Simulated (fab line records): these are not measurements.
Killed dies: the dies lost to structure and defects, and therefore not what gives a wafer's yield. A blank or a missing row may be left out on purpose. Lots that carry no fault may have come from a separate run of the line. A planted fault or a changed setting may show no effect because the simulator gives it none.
Which tool was responsible? :: flow sky130 :: 13 lots with 39 wafers sampled at 5 steps, on a route of 708 steps

== WHAT EACH GAUGE READ, for each wafer ==
SKY_SONOS_TUNNEL_CD_MEAS_07 targets a cd of 410 nm.
lot: L397
measured: day 11 06:41
on: cd sem-01
cd nm (nm): 408.0 410.4 410.0

lot: L398
measured: day 11 19:03
on: cd sem-02
cd nm (nm): 411.0 410.3 409.4

lot: L406
measured: day 14 07:31
on: cd sem-02
cd nm (nm): 410.3 408.2 409.1

lot: L407
measured: day 14 14:46
on: cd sem-01
cd nm (nm): 405.1 406.7 408.8

lot: L411
measured: day 15 23:04
on: cd sem-02
cd nm (nm): 412.5 409.9 410.2

lot: L412
measured: day 16 06:04
on: cd sem-02
cd nm (nm): 408.9 410.8 412.2

lot: L413
measured: day 16 09:15
on: cd sem-01
cd nm (nm): 410.1 411.9 409.2

lot: L414
measured: day 17 01:34
on: cd sem-01
cd nm (nm): 411.0 409.4 411.6

lot: L415
measured: day 18 02:23
on: cd sem-01
cd nm (nm): 410.7 409.4 409.2

lot: L416
measured: day 18 06:13
on: cd sem-02
cd nm (nm): 410.7 411.1 410.3

lot: L417
measured: day 18 07:05
on: cd sem-02
cd nm (nm): 408.0 409.9 409.4

lot: L418
measured: day 18 12:30
on: cd sem-01
cd nm (nm): 409.9 408.0 407.0

lot: L419
measured: day 18 21:22
on: cd sem-01
cd nm (nm): 409.1 412.6 410.2

SKY_SONOS_ONO_THK_MEAS_01.
lot: L397
measured: day 11 09:58
on: film metro-03
SONOS_ONO_OXIDATION_THK (nm): 2.59 2.58 2.61

lot: L398
measured: day 11 21:02
on: film metro-04
SONOS_ONO_OXIDATION_THK (nm): 2.56 2.46 2.54

lot: L406
measured: day 14 10:59
on: film metro-03
SONOS_ONO_OXIDATION_THK (nm): 2.21 2.17 2.18

lot: L407
measured: day 14 18:45
on: film metro-03
SONOS_ONO_OXIDATION_THK (nm): 2.07 2.09 2.06

lot: L411
measured: day 16 01:49
on: film metro-02
SONOS_ONO_OXIDATION_THK (nm): 2.62 2.60 2.66

lot: L412
measured: day 16 08:31
on: film metro-03
SONOS_ONO_OXIDATION_THK (nm): 2.61 2.62 2.52

lot: L413
measured: day 16 11:35
on: film metro-04
SONOS_ONO_OXIDATION_THK (nm): 2.57 2.58 2.56

lot: L414
measured: day 17 05:34
on: film metro-04
SONOS_ONO_OXIDATION_THK (nm): 2.62 2.66 2.62

lot: L415
measured: day 18 05:05
on: film metro-02
SONOS_ONO_OXIDATION_THK (nm): 2.65 2.68 2.60

lot: L416
measured: day 18 08:12
on: film metro-03
SONOS_ONO_OXIDATION_THK (nm): 2.54 2.61 2.58

lot: L417
measured: day 18 10:18
on: film metro-04
SONOS_ONO_OXIDATION_THK (nm): 2.66 2.64 2.65

lot: L418
measured: day 18 16:16
on: film metro-03
SONOS_ONO_OXIDATION_THK (nm): 2.59 2.60 2.60

lot: L419
measured: day 18 23:21
on: film metro-03
SONOS_ONO_OXIDATION_THK (nm): 2.56 2.49 2.46

SKY_SONOS_ONO_OVL_MEAS_14.
lot: L397
measured: day 12 13:23
on: overlay-02
SONOS_ONO_OVL (nm): -0.9 -2.0 -1.0

lot: L398
measured: day 12 23:59
on: overlay-01
SONOS_ONO_OVL (nm): 0.6 1.7 0.7

lot: L406
measured: day 15 18:29
on: overlay-01
SONOS_ONO_OVL (nm): 0.8 0.6 -0.2

lot: L407
measured: day 17 02:56
on: overlay-02
SONOS_ONO_OVL (nm): 0.6 -2.4 -2.4

lot: L411
measured: day 17 10:03
on: overlay-01
SONOS_ONO_OVL (nm): -1.3 -0.6 -1.0

lot: L412
measured: day 17 15:40
on: overlay-02
SONOS_ONO_OVL (nm): -2.0 -2.2 -2.5

lot: L413
measured: day 17 18:31
on: overlay-02
SONOS_ONO_OVL (nm): -0.8 -2.3 -1.4

lot: L414
measured: day 18 16:56
on: overlay-02
SONOS_ONO_OVL (nm): 1.1 -0.4 0.3

lot: L415
measured: day 19 15:53
on: overlay-02
SONOS_ONO_OVL (nm): -1.9 -3.0 -0.5

lot: L416
measured: day 19 18:26
on: overlay-01
SONOS_ONO_OVL (nm): 1.2 -0.2 0.2

lot: L417
measured: day 19 20:02
on: overlay-02
SONOS_ONO_OVL (nm): -1.1 -1.4 -2.4

lot: L418
measured: day 20 02:46
on: overlay-01
SONOS_ONO_OVL (nm): -0.7 -0.5 -1.8

lot: L419
measured: day 20 10:23
on: overlay-01
SONOS_ONO_OVL (nm): 0.5 0.5 1.7

== TOOL THAT RAN EACH LOT (tool first, then ch and the chambers of the sampled wafers, then the start) ==
lot: L397
SKY_NWELL_RTA_28: rtp anneal-01 ch 0, day 5 06:31
SKY_SONOS_ONO_OXIDATION_00: furnace-02 ch 0, day 11 08:36

lot: L398
SKY_NWELL_RTA_28: rtp anneal-02 ch 0, day 5 14:42
SKY_SONOS_ONO_OXIDATION_00: furnace-01 ch 0, day 11 19:41

lot: L406
SKY_NWELL_RTA_28: rtp anneal-01 ch 0, day 7 12:52
SKY_SONOS_ONO_OXIDATION_00: furnace-01 ch 0, day 14 09:38

lot: L407
SKY_NWELL_RTA_28: rtp anneal-01 ch 0, day 7 18:57
SKY_SONOS_ONO_OXIDATION_00: furnace-01 ch 0, day 14 17:23

lot: L411
SKY_NWELL_RTA_28: rtp anneal-01 ch 0, day 8 18:46
SKY_SONOS_ONO_OXIDATION_00: furnace-02 ch 0, day 16 00:28

lot: L412
SKY_NWELL_RTA_28: rtp anneal-02 ch 0, day 9 01:00
SKY_SONOS_ONO_OXIDATION_00: furnace-02 ch 0, day 16 07:10

lot: L413
SKY_NWELL_RTA_28: rtp anneal-01 ch 0, day 9 05:43
SKY_SONOS_ONO_OXIDATION_00: furnace-02 ch 0, day 16 10:15

lot: L414
SKY_NWELL_RTA_28: rtp anneal-01 ch 0, day 9 17:07
SKY_SONOS_ONO_OXIDATION_00: furnace-02 ch 0, day 17 04:13

lot: L415
SKY_NWELL_RTA_28: rtp anneal-02 ch 0, day 10 10:44
SKY_SONOS_ONO_OXIDATION_00: furnace-02 ch 0, day 18 03:43

lot: L416
SKY_NWELL_RTA_28: rtp anneal-02 ch 0, day 10 15:07
SKY_SONOS_ONO_OXIDATION_00: furnace-02 ch 0, day 18 06:51

lot: L417
SKY_NWELL_RTA_28: rtp anneal-01 ch 0, day 10 15:38
SKY_SONOS_ONO_OXIDATION_00: furnace-01 ch 0, day 18 08:56

lot: L418
SKY_NWELL_RTA_28: rtp anneal-02 ch 0, day 10 18:45
SKY_SONOS_ONO_OXIDATION_00: furnace-01 ch 0, day 18 14:56

lot: L419
SKY_NWELL_RTA_28: rtp anneal-01 ch 0, day 11 02:07
SKY_SONOS_ONO_OXIDATION_00: furnace-02 ch 0, day 18 21:59
- SKY_NWELL_RTA_28: time 30 s.
- SKY_SONOS_ONO_OXIDATION_00: stabilise 600 s, purge 300 s, target thk 2.6 nm.

== AS READ BY THE TOOLS THEMSELVES (means over the sampled wafers that have a number; for cases with no such wafer, the mark the record gives instead) ==
SKY_NWELL_RTA_28.
lot: L397
tool: rtp anneal-01
lamp power pct (%): 25.27
ramp down c per s: 89.994
wafer_temp_C_max: 1055.2

lot: L398
tool: rtp anneal-02
lamp power pct (%): 25.29
ramp down c per s: 90.015
wafer_temp_C_max: 1055.3

lot: L406
tool: rtp anneal-01
lamp power pct (%): 25.30
ramp down c per s: 90.008
wafer_temp_C_max: 1055.9

lot: L407
tool: rtp anneal-01
lamp power pct (%): 25.33
ramp down c per s: 90.004
wafer_temp_C_max: 1054.3

lot: L411
tool: rtp anneal-01
lamp power pct (%): 25.35
ramp down c per s: 89.993
wafer_temp_C_max: 1055.5

lot: L412
tool: rtp anneal-02
lamp power pct (%): 25.30
ramp down c per s: 89.995
wafer_temp_C_max: 1054.6

lot: L413
tool: rtp anneal-01
lamp power pct (%): 25.34
ramp down c per s: 90.004
wafer_temp_C_max: 1054.9

lot: L414
tool: rtp anneal-01
lamp power pct (%): 25.29
ramp down c per s: 89.996
wafer_temp_C_max: 1054.4

lot: L415
tool: rtp anneal-02
lamp power pct (%): 25.30
ramp down c per s: 90.015
wafer_temp_C_max: 1054.3

lot: L416
tool: rtp anneal-02
lamp power pct (%): 25.33
ramp down c per s: 89.989
wafer_temp_C_max: 1055.3

lot: L417
tool: rtp anneal-01
lamp power pct (%): 25.30
ramp down c per s: 89.998
wafer_temp_C_max: 1054.0

lot: L418
tool: rtp anneal-02
lamp power pct (%): 25.32
ramp down c per s: 90.002
wafer_temp_C_max: 1054.8

lot: L419
tool: rtp anneal-01
lamp power pct (%): 25.28
ramp down c per s: 89.987
wafer_temp_C_max: 1055.2

== THE ANSWER, worked out from the rows above alone ==
Rule: the lots themselves supply what counts as usual. The widest of any qualifying gaps counts: lots, ordered by their means at a reading, are off when they make up no more than a third of the lots, leave a main group of 4 or more, and stand apart from it by 3 or more times the standard deviation of that group's means. A main group is skipped when, at the precision printed for the reading in the tables above, its means are all equal. Also off: a lot with no number at a reading for which 4 or more lots have one. Where the step has rows for the other lots, those lots are counted as sound. Order of review: gauges by route order, followed by the tools' own readings, for which a lot's mean as printed above is used. At the first step where some lot is off, the reading lying furthest off is the one used; lots without a number count as furthest.
Off: at SKY_SONOS_ONO_THK_MEAS_01 (SONOS_ONO_OXIDATION_THK), L406, L407. Mean 2.59 nm and standard deviation 0.045 in the main group.
If a tool, at a process step before that reading, ran all the lots that are off and no sound lot after the first of them, it fits. The gauges at SKY_SONOS_ONO_THK_MEAS_01 are tried like those tools. None of those tried fits.

== WHAT THE SIMULATOR HAD PUT IN ==
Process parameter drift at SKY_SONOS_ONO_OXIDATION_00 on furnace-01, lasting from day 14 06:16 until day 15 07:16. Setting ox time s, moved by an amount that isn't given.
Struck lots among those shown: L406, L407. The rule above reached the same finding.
